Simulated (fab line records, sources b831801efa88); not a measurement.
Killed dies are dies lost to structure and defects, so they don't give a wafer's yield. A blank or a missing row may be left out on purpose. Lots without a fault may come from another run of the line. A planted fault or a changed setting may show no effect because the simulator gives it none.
Which tool did it? | flow sky130 | 14 lots, 39 wafers sampled, at 4 steps of a route of 708

WHAT THE GAUGES READ, wafer by wafer
SKY_FIELD_ISO_BOW_MEAS_00.
lot  | measured    | on            | INCOMING_BOW (um)
L698 | day 1 15:01 | film_metro-04 | 8 3 -1
L699 | day 1 20:00 | film_metro-04 | 2 7 1
L700 | day 2 01:00 | film_metro-01 | -2 -16 -9
L701 | day 2 06:01 | film_metro-02 | 1 -9 -5
L703 | day 2 16:01 | film_metro-02 | -7 1 4
L704 | day 2 21:04 | film_metro-04 | 8 1 0
L706 | day 3 07:00 | film_metro-04 | 0 3 0
L708 | day 3 17:00 | film_metro-04 | -10 -2 4
L710 | day 4 03:00 | film_metro-02 | -1 -11 9
L711 | day 4 08:01 | film_metro-02 | -1 -1 4
L714 | day 4 23:04 | film_metro-01 | -4 -2
L715 | day 5 04:02 | film_metro-04 | 1 0
L716 | day 5 09:01 | film_metro-01 | -7 -7 13
L717 | day 5 14:01 | film_metro-04 | 8 3

SKY_NWELL_OVL_MEAS_10.
lot  | measured    | on         | NWELL_00_OVL (nm)
L698 | day 4 19:10 | overlay-02 | 0.9 2.0 -0.5
L699 | day 5 00:19 | overlay-01 | 2.6 3.0 3.4
L700 | day 5 04:13 | overlay-02 | -1.0 0.9 3.0
L701 | day 5 11:58 | overlay-01 | 0.5 -1.1 0.5
L703 | day 6 03:10 | overlay-01 | 2.8 1.6 1.2
L704 | day 6 13:11 | overlay-01 | 0.6 0.9 0.7
L706 | day 6 20:01 | overlay-02 | 6.0 6.6 2.0
L708 | day 7 04:31 | overlay-01 | -0.6 0.8 -0.5
L710 | day 7 15:58 | overlay-01 | 2.1 2.4 -0.3
L711 | day 7 20:37 | overlay-02 | 0.2 -1.9 0.7
L714 | day 8 11:29 | overlay-02 | 1.9 2.0
L715 | day 8 18:23 | overlay-01 | 3.0 2.5
L716 | day 9 06:07 | overlay-01 | 2.0 2.4 2.6
L717 | day 9 22:28 | overlay-01 | -0.3 1.2

WHICH TOOL RAN EACH LOT (tool, then ch and the chambers of the sampled wafers, then the start)
lot  | SKY_FIELD_ISO_ETCH_17           | SKY_PWDE_STRIP_09
L698 | rie_si-01 ch 0,1,3, day 2 10:32 | plasma_asher-01 ch 0,1, day 4 03:24
L699 | rie_si-02 ch 1,3, day 2 15:20   | plasma_asher-01 ch 0,1, day 4 07:19
L700 | rie_si-02 ch 1,2,3, day 2 21:23 | plasma_asher-01 ch 0,1, day 4 11:36
L701 | rie_si-02 ch 2,3, day 3 02:23   | plasma_asher-01 ch 0,1, day 4 19:00
L703 | rie_si-01 ch 0,1,3, day 3 12:53 | plasma_asher-01 ch 0,1, day 5 08:42
L704 | rie_si-02 ch 0,2,3, day 3 17:04 | plasma_asher-03 ch 0,1, day 5 18:32
L706 | rie_si-02 ch 0,3, day 4 03:11   | plasma_asher-01 ch 0,1, day 6 01:00
L708 | rie_si-01 ch 0,1,3, day 4 15:26 | plasma_asher-03 ch 0,1, day 6 09:48
L710 | rie_si-01 ch 1,2,3, day 4 23:44 | plasma_asher-03 ch 0,1, day 6 21:54
L711 | rie_si-02 ch 0,1,3, day 5 07:50 | plasma_asher-03 ch 0,1, day 7 02:42
L714 | rie_si-02 ch 1,3, day 5 21:26   | plasma_asher-01 ch 1, day 7 16:47
L715 | rie_si-02 ch 1,3, day 6 03:08   | plasma_asher-01 ch 0,1, day 7 22:50
L716 | rie_si-01 ch 2,3, day 6 07:29   | plasma_asher-02 ch 0,1, day 8 08:51
L717 | rie_si-02 ch 0,1, day 6 13:11   | plasma_asher-02 ch 0, day 9 00:19
- SKY_FIELD_ISO_ETCH_17: etches Si in HBr/Cl2/O2, target depth 342 nm, time 97.7 s.
- SKY_PWDE_STRIP_09: strips in O2/N2.

WHAT THE TOOLS THEMSELVES READ (means of the sampled wafers that have a number; where no wafer has one, the mark that the record gives instead)
SKY_FIELD_ISO_ETCH_17.
lot  | tool      | drypump_motor_current_A (A) | oes_product_au (a.u.) | run_length_s (s) | throttle_valve_pct (%)
L698 | rie_si-01 | 5.5                         | 1.004                 | 126.0            | 25.646
L699 | rie_si-02 | 6.3                         | 0.996                 | 125.7            | 25.645
L700 | rie_si-02 | 6.5                         | 0.993                 | 125.5            | 25.662
L701 | rie_si-02 | 6.3                         | 0.990                 | 125.8            | 25.667
L703 | rie_si-01 | 5.5                         | 1.006                 | 125.9            | 25.651
L704 | rie_si-02 | 6.2                         | 1.006                 | 125.9            | 25.657
L706 | rie_si-02 | 6.1                         | 0.998                 | 125.7            | 25.656
L708 | rie_si-01 | 5.5                         | 1.005                 | 126.1            | 25.645
L710 | rie_si-01 | 5.4                         | 0.999                 | 125.9            | 25.655
L711 | rie_si-02 | 6.2                         | 1.015                 | 125.9            | 25.650
L714 | rie_si-02 | 6.4                         | 0.995                 | 111.7            | 25.654
L715 | rie_si-02 | 6.4                         | 1.010                 | 118.5            | 25.648
L716 | rie_si-01 | 5.1                         | 1.003                 | 126.2            | 25.653
L717 | rie_si-02 | 6.2                         | 1.015                 | 118.9            | 25.650

SKY_PWDE_STRIP_09.
lot  | tool            | drypump_motor_current_A (A) | oes_product_au (a.u.) | strip_time_to_endpoint_s (s)
L698 | plasma_asher-01 | 5.0                         | 0.722                 | 36.86
L699 | plasma_asher-01 | 5.1                         | 0.726                 | 36.90
L700 | plasma_asher-01 | 5.5                         | 0.725                 | 36.87
L701 | plasma_asher-01 | 5.0                         | 0.720                 | 36.85
L703 | plasma_asher-01 | 5.5                         | 0.718                 | 36.75
L704 | plasma_asher-03 | 5.3                         | 0.719                 | 37.12
L706 | plasma_asher-01 | 5.5                         | 0.719                 | 36.75
L708 | plasma_asher-03 | 5.3                         | 0.721                 | 36.85
L710 | plasma_asher-03 | 5.3                         | 0.727                 | 36.78
L711 | plasma_asher-03 | 5.3                         | 0.723                 | 36.95
L714 | plasma_asher-01 | 4.7                         | 0.722                 | 36.97
L715 | plasma_asher-01 | 5.3                         | 0.726                 | 36.97
L716 | plasma_asher-02 | 5.3                         | 0.725                 | 36.89
L717 | plasma_asher-02 | 5.1                         | 0.722                 | 36.95

THE ANSWER, worked out from the rows above alone
Rule: what is usual is taken from the lots themselves. Put in order of their means at a reading, lots are off if they are a third of the lots or fewer, leave a main group of 4 or more, and stand apart from it by a gap of 3 or more times the standard deviation of the main group's means; of several such gaps the widest counts. A main group whose means are all the same, to the digits that the tables above print for the reading, isn't used. A lot without any number at a reading at which 4 lots or more have one is off too. The other lots that the step has rows for count as sound. The gauges are gone through in route order, then the tools' own readings, and for those a lot's mean is taken as printed above. The first step at which some lot is off is used, and at that step the reading that is off furthest; a lot without a number counts as furthest.
Off: L714, L715, L717, at SKY_FIELD_ISO_ETCH_17 (run_length_s). The main group: mean 125.9 s, standard deviation 0.19.
A tool fits if, at that step or a process step before it, it ran every lot that is off, and no sound lot after the first of them. One fits: rie_si-02 at SKY_FIELD_ISO_ETCH_17. Its last sound lot is L711 (day 5 07:50), its first lot that is off L714 (day 5 21:26): a fault that began between those two fits.
The tool's own readings at SKY_FIELD_ISO_ETCH_17 bear it out: on the lots that are off they differ by more than 5 times the standard deviation of the sound lots' means. run_length_s reads 116.4 s there against 125.9 s on the sound lots.

WHAT THE SIMULATOR HAD PUT IN
Process parameter drift: rie_si-02, from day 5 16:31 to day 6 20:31, at SKY_FIELD_ISO_ETCH_17. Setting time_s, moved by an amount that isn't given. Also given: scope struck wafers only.
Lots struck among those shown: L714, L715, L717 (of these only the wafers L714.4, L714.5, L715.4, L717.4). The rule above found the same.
